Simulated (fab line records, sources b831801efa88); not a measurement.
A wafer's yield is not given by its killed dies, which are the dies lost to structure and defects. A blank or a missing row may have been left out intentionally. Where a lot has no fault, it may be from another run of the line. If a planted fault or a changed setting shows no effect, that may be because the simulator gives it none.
The tool behind it: which one? ; flow gf180mcu ; 36 wafers from 12 lots sampled at 6 of the route's 602 steps

== WHAT THE GAUGES READ, wafer by wafer ==
GF_STI_BOW_MEAS_00. Usual: for INCOMING_BOW the level is 0 um and the standard deviation is 6.6.
lot;measured;on;INCOMING_BOW (um);flag
L247;day 1 15:00;film_metro-04;-4 -3 4;
L248;day 1 20:00;film_metro-01;5 6 -8;
L250;day 2 06:00;film_metro-03;-3 7 -6;
L251;day 2 11:01;film_metro-04;-1 -10 9;
L255;day 3 07:01;film_metro-01;3 -5 -1;
L258;day 3 22:00;film_metro-04;-2 -5 -2;
L259;day 4 03:00;film_metro-01;10 -8 9;
L260;day 4 08:00;film_metro-01;7 3 -5;
L261;day 4 13:00;film_metro-04;4 4 -5;
L262;day 4 18:00;film_metro-04;0 5 -4;
L264;day 5 04:00;film_metro-03;4 -1 10;
L267;day 5 19:00;film_metro-01;3 13 -12;

GF_MVSD_OVL_MEAS_07. Usual: for MVSD_OVL the level is 0.1 nm and the standard deviation is 1.3.
lot;measured;on;MVSD_OVL (nm);flag
L247;day 4 15:22;overlay-01;0.7 0.5 2.2;
L248;day 4 20:43;overlay-01;0.3 0.2 -1.0;
L250;day 5 07:33;overlay-02;0.9 2.3 1.0;
L251;day 5 15:25;overlay-01;2.1 1.3 1.2;
L255;day 6 16:03;overlay-01;0.2 -0.5 -1.2;
L258;day 7 18:25;overlay-02;-0.3 0.4 -;
L259;day 7 18:30;overlay-01;0.0 -0.6 1.0;
L260;day 7 22:09;overlay-02;1.8 2.3 2.1;
L261;day 8 02:18;overlay-02;0.5 0.3 -1.2;
L262;day 8 13:15;overlay-01;-2.3 -2.3 -0.9;
L264;day 8 20:48;overlay-02;-0.4 0.6 2.8;
L267;day 9 10:54;overlay-01;0.5 -0.8 -1.6;

GF_MVSD_TW_MEAS_11. Usual: for MVSD_TW the level is 1578 and the standard deviation is 11.
lot;measured;on;MVSD_TW;flag
L247;day 4 15:49;film_metro-02;1586 1590 1584;
L248;day 4 21:10;film_metro-04;1566 1568 1573;
L250;day 5 07:59;film_metro-04;1565 1558 1572;
L251;day 5 15:51;film_metro-04;1564 1570 1571;
L255;day 6 16:29;film_metro-02;1581 1586 1582;
L258;day 7 18:52;film_metro-04;1560 1561 1493;OFF
L259;day 7 18:56;film_metro-02;1578 1582 1580;
L260;day 7 22:35;film_metro-01;1587 1591 1584;
L261;day 8 02:44;film_metro-01;1595 1593 1597;
L262;day 8 13:41;film_metro-04;1587 1579 1576;
L264;day 8 21:14;film_metro-04;1576 1585 1566;
L267;day 9 11:20;film_metro-02;1580 1581 1580;

== WHAT TOOL EACH LOT RAN ON (gives the tool, then ch and the chambers of the sampled wafers, and finally the start) ==
lot;GF_NWELL_STRIP_10;GF_LVPWELL_STRIP_10;GF_MVSD_DEVELOP_06
L247;plasma_asher-02 ch 0,1, day 3 12:13;plasma_asher-01 ch 0,1, day 4 01:53;litho_track-03 ch 0, day 4 15:00
L248;plasma_asher-04 ch 0,1, day 3 18:08;plasma_asher-02 ch 0,1, day 4 07:49;litho_track-03 ch 0, day 4 20:00
L250;plasma_asher-01 ch 0,1, day 4 04:43;plasma_asher-01 ch 0,1, day 4 18:16;litho_track-01 ch 0, day 5 07:00
L251;plasma_asher-01 ch 0,1, day 4 12:31;plasma_asher-02 ch 0,1, day 5 01:32;litho_track-04 ch 0, day 5 15:00
L255;plasma_asher-04 ch 0,1, day 5 10:19;plasma_asher-03 ch 0,1, day 6 01:04;litho_track-01 ch 0, day 6 15:00
L258;plasma_asher-01 ch 0,1, day 6 11:07;plasma_asher-02 ch 0,1, day 7 02:16;litho_track-03 ch 0, day 7 18:00
L259;plasma_asher-04 ch 0,1, day 6 11:28;plasma_asher-03 ch 1, day 7 02:41;litho_track-04 ch 0, day 7 18:00
L260;plasma_asher-01 ch 0,1, day 6 15:08;plasma_asher-01 ch 0,1, day 7 06:44;litho_track-04 ch 0, day 7 22:00
L261;plasma_asher-04 ch 0,1, day 6 19:17;plasma_asher-01 ch 0,1, day 7 10:37;litho_track-01 ch 0, day 8 02:00
L262;plasma_asher-02 ch 0,1, day 7 05:49;plasma_asher-03 ch 0,1, day 7 20:50;litho_track-01 ch 0, day 8 13:00
L264;plasma_asher-04 ch 0,1, day 7 12:38;plasma_asher-03 ch 0,1, day 8 04:55;litho_track-04 ch 0, day 8 20:00
L267;plasma_asher-02 ch 0,1, day 8 02:40;plasma_asher-01 ch 0,1, day 8 18:34;litho_track-01 ch 0, day 9 10:00
- GF_NWELL_STRIP_10: strips in O2/N2.
- GF_LVPWELL_STRIP_10: strips in O2/N2.
- GF_MVSD_DEVELOP_06: develop time 60 s.

== AS READ BY THE TOOLS THEMSELVES (means over the sampled wafers that have a number; for cases with no such wafer, the mark the record gives instead) ==
GF_NWELL_STRIP_10. Usual: drypump_motor_current_A 6.0 A, standard deviation 0.34; heater_power_w 304 W, standard deviation 24; oes_product_au 0.723 a.u., standard deviation 0.0049; strip_time_to_endpoint_s 36.96 s, standard deviation 0.11.
lot;tool;drypump_motor_current_A (A);heater_power_w (W);oes_product_au (a.u.);strip_time_to_endpoint_s (s);flag
L247;plasma_asher-02;6.0;307;0.721;37.01;
L248;plasma_asher-04;6.1;280;0.724;36.84;
L250;plasma_asher-01;6.2;310;0.719;36.95;
L251;plasma_asher-01;6.3;315;0.722;37.16;
L255;plasma_asher-04;6.1;271;0.720;36.95;
L258;plasma_asher-01;6.3;315;0.716;36.98;
L259;plasma_asher-04;6.1;270;0.724;36.89;
L260;plasma_asher-01;6.3;313;0.725;36.96;
L261;plasma_asher-04;6.1;272;0.724;37.06;
L262;plasma_asher-02;5.8;326;0.726;36.87;
L264;plasma_asher-04;6.1;276;0.728;36.98;
L267;plasma_asher-02;5.7;323;0.724;36.85;

GF_LVPWELL_STRIP_10. Usual: drypump_motor_current_A 6.14 A, standard deviation 0.28; heater_power_w 327 W, standard deviation 21; oes_product_au 0.722 a.u., standard deviation 0.0042; strip_time_to_endpoint_s 36.92 s, standard deviation 0.1.
lot;tool;drypump_motor_current_A (A);heater_power_w (W);oes_product_au (a.u.);strip_time_to_endpoint_s (s);flag
L247;plasma_asher-01;6.18;314;0.723;36.95;
L248;plasma_asher-02;6.00;312;0.726;36.91;
L250;plasma_asher-01;6.21;315;0.724;36.84;
L251;plasma_asher-02;6.01;308;0.727;36.84;
L255;plasma_asher-03;6.12;345;0.720;37.00;
L258;plasma_asher-02;5.73;322;0.721;36.78;
L259;plasma_asher-03;6.12;345;0.723;36.99;
L260;plasma_asher-01;6.23;315;0.719;37.05;
L261;plasma_asher-01;6.34;322;0.723;37.03;
L262;plasma_asher-03;6.16;347;0.722;37.06;
L264;plasma_asher-03;6.13;351;0.725;36.92;
L267;plasma_asher-01;6.20;313;0.722;36.79;

== THE ANSWER, worked out from the rows above alone ==
Rule: take the mean of a lot's wafers that have a number; if it is more than 3 standard deviations from the usual mean, the lot is off. Also off: a lot with no number at a reading for which 4 or more lots have one. Any other lot the step has rows for is counted as sound. First the gauges in route order, then the tools' own readings, where a lot's mean is used as printed above. At the first step where some lot is off, the reading lying furthest off is the one used; lots without a number count as furthest.
Off: L258, at GF_MVSD_TW_MEAS_11 (MVSD_TW).
A tool fits if, at a process step before that reading, it ran every lot that is off, and no sound lot after the first of them. Gauges at GF_MVSD_TW_MEAS_11: tried the same way as those tools. Undecided on this evidence; 2 tools fit (plasma_asher-02 at GF_LVPWELL_STRIP_10, litho_track-03 at GF_MVSD_DEVELOP_06).

== WHAT WAS PUT IN BY THE SIMULATOR ==
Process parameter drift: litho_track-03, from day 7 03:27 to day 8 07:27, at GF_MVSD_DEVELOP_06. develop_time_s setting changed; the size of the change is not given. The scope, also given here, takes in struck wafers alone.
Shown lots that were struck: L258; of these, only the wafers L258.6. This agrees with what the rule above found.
